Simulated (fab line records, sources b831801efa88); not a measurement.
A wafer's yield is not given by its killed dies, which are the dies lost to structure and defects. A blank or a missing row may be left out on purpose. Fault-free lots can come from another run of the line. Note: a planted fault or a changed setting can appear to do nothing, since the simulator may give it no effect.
One fault through the eyes of 2 desks / flow sky130 / what lay behind the numbers comes last; until then each desk has only its own

== DESK OF THE TOOL OWNER: litho track-04 ==
The tool's own readings at SKY_VIA3_COAT_06 (resist thk 60 nm): means of the sampled wafers that have a number, for each lot that ran on this tool. Marked OUT: a lot whose mean sits more than 4 standard deviations from the usual mean, which makes it out of limits; the brackets give that distance.
Columns: A = exhaust pa at SKY_VIA3_COAT_06, usual 45.0 Pa; B = spin speed rpm at SKY_VIA3_COAT_06, usual 3000.4 rpm
lot=L752; first seen here=day 39 15:08; A=44.4; B=3000.9
lot=L755; first seen here=day 40 07:41; A=44.5; B=3002.9
lot=L756; first seen here=day 41 02:23; A=44.8; B=4072.6 (+99 or more) OUT
lot=L759; first seen here=day 41 13:50; A=45.6; B=4073.4 (+99 or more) OUT
lot=L768; first seen here=day 44 06:51; A=44.0; B=2998.8
lot=L769; first seen here=day 44 17:20; A=44.8; B=3000.2
lot=L774; first seen here=day 45 17:59; A=44.2; B=2997.7
lot=L773; first seen here=day 45 22:20; A=45.6; B=3001.1
Finding of this desk: L756, L759 out of limits; the first was L756 at day 41 02:23, on spin speed rpm at SKY_VIA3_COAT_06. In limits: L752, L755, L768, L769, L774, L773.

== METROLOGY DESK ==
What the gauges read, lot by lot, whatever tool the lot ran on: means of the sampled wafers that have a number. Marked OUT: a lot whose mean sits more than 4 standard deviations from the usual mean, which makes it out of limits; the brackets give that distance.
Columns: A = METAL3_OVL at SKY_METAL3_OVL_MEAS_14, usual 3 nm
lot=L752; first seen here=day 39 00:55; A=8
lot=L755; first seen here=day 39 18:01; A=8
lot=L754; first seen here=day 39 22:13; A=1
lot=L756; first seen here=day 40 12:25; A=4
lot=L759; first seen here=day 41 00:50; A=1
lot=L766; first seen here=day 43 08:23; A=-4
lot=L768; first seen here=day 43 18:08; A=-2
lot=L769; first seen here=day 44 05:10; A=1
lot=L774; first seen here=day 45 06:29; A=9
lot=L773; first seen here=day 45 11:40; A=6
Result from this desk: across the 10 lots, nothing is out of limits.

== BROUGHT TOGETHER ==
At day 41 02:23, on L756, L759, the tool owner's desk was in a position to raise an alarm.
Nothing out of limits was seen by the metrology desk.
The metrology desk has L756, L759 on record, within its limits.
All the named lots went through SKY_VIA3_COAT_06 on litho track-04.

== WHAT THE SIMULATOR PUT IN ==
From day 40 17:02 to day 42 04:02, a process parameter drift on litho track-04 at SKY_VIA3_COAT_06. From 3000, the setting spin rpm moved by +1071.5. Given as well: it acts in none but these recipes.
Shown lots that were struck: L756, L759.
How many hours passed from the start of the fault until each desk's first out-of-limits reading: the tool owner's desk, 9.
